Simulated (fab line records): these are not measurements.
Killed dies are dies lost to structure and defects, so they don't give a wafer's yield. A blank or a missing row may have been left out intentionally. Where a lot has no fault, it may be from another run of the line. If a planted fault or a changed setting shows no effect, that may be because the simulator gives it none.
A struck lot beside a sound one || flow sky130 || 37 out of 708 route steps
Sound: wafers L344.2, L344.5, L344.6. Struck: wafers L341.5, L341.6. (L341.2 of the same lot was not struck and is left out.) The cause comes at the end.
At each step with rows: each side's tool, then ch and its chambers, then its first start. Under that, the readings that differ: sound wafers || struck wafers || difference of the means || sigmas: that difference in standard deviations of wafers without a fault.
alike: words and numbers the same on both sides, and readings whose means are apart by under 2 such deviations; not compared: readings that were withheld, readings missing a value for some wafer, numbers with overlapping values and no deviation given by the record, and bounds like >300 which may hide the same value.
Wherever a step has rows on one side only, a row that says differs or no value, or a row with sigmas, the two part there. Non-overlapping numbers with no deviation appear without sigmas and do not part them. A reading missing from all wafers of one side parts the sides only when that side holds two or more wafers.

first, 9 steps without rows for these wafers: SKY_VIA2_SPUTTER_20 (material TiN, target thk 20 nm, time 80 s); SKY_VIA2_CVD_21 (deposits W, target thk 420 nm, time 126.4 s); SKY_VIA2_CMP_24 (polishes, stops on SiO2, t overpolish 20 s, target thk 0 nm); SKY_METAL3_SPUTTER_00 (material Ti, target thk 15 nm, time 10 s); SKY_METAL3_SPUTTER_01 (material TiN, target thk 20 nm, time 16.7 s); SKY_METAL3_SPUTTER_02 (material AlCu, target thk 735 nm, time 39.1 s); SKY_METAL3_SPUTTER_03 (material Ti, target thk 5 nm, time 3.3 s); SKY_METAL3_SPUTTER_04 (material TiN, target thk 70 nm, time 58.3 s); SKY_CAPM_CVD_00 (deposits SiO2, target thk 15.5 nm).
SKY_CAPM_SPUTTER_02: material TiN, target thk 200 nm, time 166.7 s.
  sound on pvdSputter-02, day 41 14:35; struck on pvdSputter-04, day 40 20:40
{"reading": "model.TiN_of_CAPM_SPUTTER_02.thkNm (nm)", "sound": "199.7 200 198.2", "struck": "127.6 129", "difference": -71.0, "sigmas": ""}
  alike: throttleValvePct
SKY_CAPM_RS_MEAS_03: measures by four-point-probe.
  sound on filmMetro-03, day 41 14:43; struck on filmMetro-03, day 40 21:05
{"reading": "CAPM_TIN_RS (ohm/sq)", "sound": "6.93 6.90 6.98", "struck": "10.95 10.85", "difference": "+3.96", "sigmas": "+50"}
  not compared: hold
SKY_CAPM_THK_MEAS_04: measures by xrf.
  sound on filmMetro-03, day 41 14:50; struck on filmMetro-03, day 40 23:01
{"reading": "CAPM_TIN_THK (nm)", "sound": "196.2 196.9 196.0", "struck": "126.0 127.5", "difference": -69.6, "sigmas": -30}
  not compared: hold
then, 6 steps without rows for these wafers: SKY_CAPM_HMDS_06 (prime time 60 s); SKY_CAPM_COAT_07 (resist thk 1140 nm); SKY_CAPM_SOFTBAKE_08 (time 60 s); SKY_CAPM_EXPOSE_09 (exposes mask CAPM, target cd 1000 nm); SKY_CAPM_PEB_10; SKY_CAPM_DEVELOP_11 (develop time 60 s).
SKY_CAPM_METAL_ETCH_13: etches TiN in Cl2/BCl3, stops on SiO2, target depth 220 nm, time 62.9 s.
  sound on rieMetal-01 ch 0,1, day 42 14:22; struck on rieMetal-03 ch 0,1, day 41 20:52
{"reading": "oesProductAu (a.u.)", "sound": "0.944 0.944 0.942", "struck": "0.736 0.755", "difference": -0.198, "sigmas": -25}
{"reading": "throttleValvePct (%)", "sound": "21.909 21.910 21.892", "struck": "22.048 22.047", "difference": "+0.144", "sigmas": "+13"}
  alike: drypumpMotorCurrentA
  not compared: rfHoursCounterH
then, 16 steps without rows for these wafers: SKY_CAPM_STRIP_14 (strips in O2/N2); SKY_CAPM_STRIP_15 (strips in post etch residue remover, time 1200 s); SKY_CAPM_CLEAN_16 (cleans in IPA, time 180 s); SKY_CAPM_CLEAN_17 (cleans in O3/DIW); SKY_METAL3_DEHYDRATE_05 (time 60 s); SKY_METAL3_HMDS_06 (prime time 60 s); SKY_METAL3_COAT_07 (resist thk 60 nm); SKY_METAL3_COAT_08 (resist thk 1140 nm); SKY_METAL3_SOFTBAKE_09 (time 90 s); SKY_METAL3_EXPOSE_10 (exposes mask MM3, target cd 300 nm); SKY_METAL3_PEB_11; SKY_METAL3_DEVELOP_12 (develop time 60 s); SKY_METAL3_DESCUM_15 (chemistry O2, time 8 s); SKY_METAL3_ETCH_16 (etches BARC in N2/H2, stops on SiO2, time 88.2 s, target depth 60 nm); SKY_METAL3_ETCH_17 (etches SiO2 in C4F8/O2/Ar, stops on TiN, time 3.9 s, target depth 15 nm); SKY_METAL3_METAL_ETCH_18 (etches the open film in Cl2/BCl3, stops on SiO2, target depth 845 nm, time 183.1 s).
SKY_METAL3_STRIP_20: strips in post etch residue remover, time 1200 s.
  sound on wetBench-04 ch 2, day 43 15:19; struck on wetBench-03 ch 2, day 42 21:13
{"reading": "model.TiN_of_CAPM_SPUTTER_02.thkNm (nm)", "sound": "198.8 199.1 197.3", "struck": "126.7 128.1", "difference": -71.0, "sigmas": ""}
  alike: tempC
-- the record jumps here: 7 days lie between the struck wafers' starts before and after (it left off in module METAL3 and takes up again in module PAD_OPEN, whose first step shown is number 708 of the route) --
SKY_PAD_OPEN_PROBE_99:
  sound on prober-02, day 49 23:48; struck on prober-01, day 49 09:52
{"reading": "model.etest.capMim.plateOhmSq", "sound": "5.975 5.924 6.092", "struck": "9.291 9.27", "difference": "+3.284", "sigmas": ""}
{"reading": "model.etest.capMim.bvV (V)", "sound": "14 14.02 13.73", "struck": "11.9 12.16", "difference": -1.9, "sigmas": ""}
{"reading": "model.etest.capMim.leakLog10ACm2", "sound": "-8.857 -8.771 -8.949", "struck": "-8.145 -8.326", "difference": "+0.623", "sigmas": ""}
  alike: defectLimitedYield, killed_at_M0_to_M3, killed_at_M4_up, killedAtContacts, killedAtFrontEnd, killedAtOther, killedDies, killedOpen, killedShort, sort_bin_3_pad_short, sort_bin_5_function, sort_bin_6_memory, sortNPass, sortYieldPct

## WHERE THEY PART
First at SKY_CAPM_RS_MEAS_03; last, within this record, at SKY_CAPM_METAL_ETCH_13. Later steps at which nothing parts them and some readings are alike: SKY_METAL3_STRIP_20, SKY_PAD_OPEN_PROBE_99.

WHY: the cause the simulator had injected
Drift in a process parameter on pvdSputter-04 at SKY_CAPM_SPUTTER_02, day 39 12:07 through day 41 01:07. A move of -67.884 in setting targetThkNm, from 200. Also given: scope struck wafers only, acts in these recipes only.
